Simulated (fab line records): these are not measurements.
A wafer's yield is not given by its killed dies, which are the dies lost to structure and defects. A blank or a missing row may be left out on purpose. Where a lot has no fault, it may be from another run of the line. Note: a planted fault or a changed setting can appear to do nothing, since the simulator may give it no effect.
Which tool was responsible?	flow sky130	Sampling: 12 lots, 36 wafers, 4 of 708 route steps

WHAT THE GAUGES SHOWED, per wafer
SKY_VIA3_BOW_MEAS_03. Usual: for VIA3_BOW the level is 79 um and the standard deviation is 8.6.
lot	measured	on	VIA3_BOW (um)	flag
L399	day 39 10:00	film-metro-03	79 78 78	
L400	day 40 00:32	film-metro-01	72 84 75	
L402	day 40 04:10	film-metro-04	92 88 89	
L404	day 41 11:11	film-metro-01	79 78 81	
L406	day 41 11:31	film-metro-03	77 86 76	
L410	day 42 09:47	film-metro-03	76 70 81	
L411	day 42 10:53	film-metro-04	87 88 80	
L412	day 42 19:37	film-metro-01	72 82 83	
L415	day 43 19:52	film-metro-04	64 80 71	
L416	day 44 03:20	film-metro-04	92 76 94	
L418	day 44 05:37	film-metro-03	77 77 77	
L419	day 44 16:36	film-metro-04	83 85 79	

SKY_VIA3_RS_MEAS_22: measurement is done with a four-point probe. Usual: for VIA3_W_RS the level is 0.294 ohm/sq and the standard deviation is 0.0037.
lot	measured	on	VIA3_W_RS (ohm/sq)	flag
L399	day 40 10:55	film-metro-03	0.295 0.293 0.297	
L400	day 41 01:43	film-metro-03	0.293 0.296 0.297	
L402	day 41 05:14	film-metro-04	0.291 0.288 0.293	
L404	day 42 11:20	film-metro-04	0.296 0.293 0.295	
L406	day 42 12:11	film-metro-04	0.298 0.295 0.297	
L410	day 43 09:55	film-metro-01	0.299 0.297 0.295	
L411	day 43 11:17	film-metro-04	0.292 0.291 0.289	
L412	day 43 18:51	film-metro-04	0.297 0.295 0.299	
L415	day 44 18:49	film-metro-04	0.291 0.289 0.290	
L416	day 45 03:04	film-metro-03	0.289 0.295 0.290	
L418	day 45 04:30	film-metro-03	0.287 0.292 0.292	
L419	day 45 15:10	film-metro-01	0.299 0.299 0.298	

WHAT TOOL EACH LOT RAN ON (gives the tool, then ch and the chambers of the sampled wafers, and finally the start)
lot	SKY_VIA3_SOFTBAKE_08	SKY_VIA3_ETCH_14
L399	litho-track-03 ch 0, day 40 10:02 or earlier	rie-diel-02 ch 0,1,3, day 40 10:02
L400	litho-track-04 ch 0, day 41 00:50 or earlier	rie-diel-01 ch 0,1,3, day 41 00:50
L402	litho-track-02 ch 0, day 41 04:19 or earlier	rie-diel-03 ch 0,1,2, day 41 04:19
L404	litho-track-02 ch 0, day 42 10:26 or earlier	rie-diel-02 ch 1,2,3, day 42 10:26
L406	litho-track-03 ch 0, day 42 11:19 or earlier	rie-diel-02 ch 0,3, day 42 11:19
L410	litho-track-04 ch 0, day 43 08:56 or earlier	rie-diel-02 ch 0,1,3, day 43 08:56
L411	litho-track-04 ch 0, day 43 10:22 or earlier	rie-diel-02 ch 1,2,3, day 43 10:22
L412	litho-track-04 ch 0, day 43 17:56 or earlier	rie-diel-02 ch 0,2,3, day 43 17:56
L415	litho-track-02 ch 0, day 44 17:55 or earlier	rie-diel-03 ch 0,3, day 44 17:55
L416	litho-track-03 ch 0, day 45 02:07 or earlier	rie-diel-02 ch 2,3, day 45 02:07
L418	litho-track-03 ch 0, day 45 03:37 or earlier	rie-diel-03 ch 1,2, day 45 03:37
L419	litho-track-02 ch 0, day 45 14:16 or earlier	rie-diel-02 ch 0,2,3, day 45 14:16
- SKY_VIA3_SOFTBAKE_08: time 92.15 s.
- SKY_VIA3_ETCH_14: etches BARC in N2/H2, stops on SiO2, time 45.9 s, target depth 60 nm.

WHAT THE TOOLS THEMSELVES READ (means of the sampled wafers that have a number; where no wafer has one, the mark that the record gives instead)
SKY_VIA3_SOFTBAKE_08. Usual: plate-sensor-t-centre-C 100.88 C, standard deviation 0.0084; plate-sensor-t-edge-C 100.95 C, standard deviation 0.0099.
lot	tool	plate-sensor-t-centre-C (C)	plate-sensor-t-edge-C (C)	flag
L399	litho-track-03	100.88	100.95	
L400	litho-track-04	100.89	100.96	
L402	litho-track-02	100.89	100.95	
L404	litho-track-02	100.88	100.96	
L406	litho-track-03	100.88	100.95	
L410	litho-track-04	100.87	100.96	
L411	litho-track-04	100.88	100.95	
L412	litho-track-04	100.88	100.94	
L415	litho-track-02	100.88	100.94	
L416	litho-track-03	100.89	100.94	
L418	litho-track-03	100.90	100.95	
L419	litho-track-02	100.88	100.95	

SKY_VIA3_ETCH_14. Usual: bias-w 100.0 W, standard deviation 0.31; drypump-motor-current-A 5.7 A, standard deviation 0.46; h2-flow-sccm 200.0 sccm, standard deviation 0.7; oes-product-au 0.855 a.u., standard deviation 0.005; throttle-valve-pct 13.226 %, standard deviation 0.0081.
lot	tool	bias-w (W)	drypump-motor-current-A (A)	h2-flow-sccm (sccm)	oes-product-au (a.u.)	throttle-valve-pct (%)	flag
L399	rie-diel-02	99.8	5.9	199.6	0.854	13.222	
L400	rie-diel-01	100.3	5.8	200.4	0.854	13.224	
L402	rie-diel-03	99.8	5.5	200.1	0.858	13.220	
L404	rie-diel-02	100.1	6.0	200.9	0.853	13.225	
L406	rie-diel-02	100.1	5.7	199.9	0.860	13.226	
L410	rie-diel-02	100.1	5.9	200.2	0.852	13.222	
L411	rie-diel-02	99.8	6.1	200.4	0.854	13.221	
L412	rie-diel-02	100.1	5.9	200.1	0.853	13.227	
L415	rie-diel-03	100.3	5.6	200.0	0.857	13.224	
L416	rie-diel-02	110.6	6.1	199.9	0.857	13.225	OFF
L418	rie-diel-03	99.9	5.6	200.0	0.857	13.228	
L419	rie-diel-02	105.3	5.9	200.2	0.857	13.224	OFF

THE ANSWER, worked out from the rows above alone
Rule: lot off if the mean of its wafers having a number is beyond 3 standard deviations from the usual mean. A lot without any number at a reading at which 4 lots or more have one is off too. All remaining lots with rows at the step are treated as sound. First the gauges in route order, then the tools' own readings, where a lot's mean is used as printed above. The first step at which some lot is off is used, and at that step the reading that is off furthest; a lot without a number counts as furthest.
Off at SKY_VIA3_ETCH_14 (bias-w): L416, L419.
A tool fits if, at that step or a process step before it, it ran every lot that is off, and no sound lot after the first of them. With no start given for some of its lots, SKY_VIA3_SOFTBAKE_08 uses the hours and lot order of SKY_VIA3_ETCH_14. One candidate fits, namely rie-diel-02 at SKY_VIA3_ETCH_14. A fault onset in the window from L412 (day 43 17:56, its last sound lot) to L416 (day 45 02:07, its first lot off) fits.
On the lots that are off, the tool's own readings at SKY_VIA3_ETCH_14 differ by more than 5 times the standard deviation of the sound lots' means, which bears it out; bias-w reads 107.9 W there versus 100.0 W on the sound lots.

WHAT HAD BEEN PUT IN BY THE SIMULATOR
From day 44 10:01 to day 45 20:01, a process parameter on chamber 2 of rie-diel-02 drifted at SKY_VIA3_ETCH_14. A move of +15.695 in setting bias-w, from 100. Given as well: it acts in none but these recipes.
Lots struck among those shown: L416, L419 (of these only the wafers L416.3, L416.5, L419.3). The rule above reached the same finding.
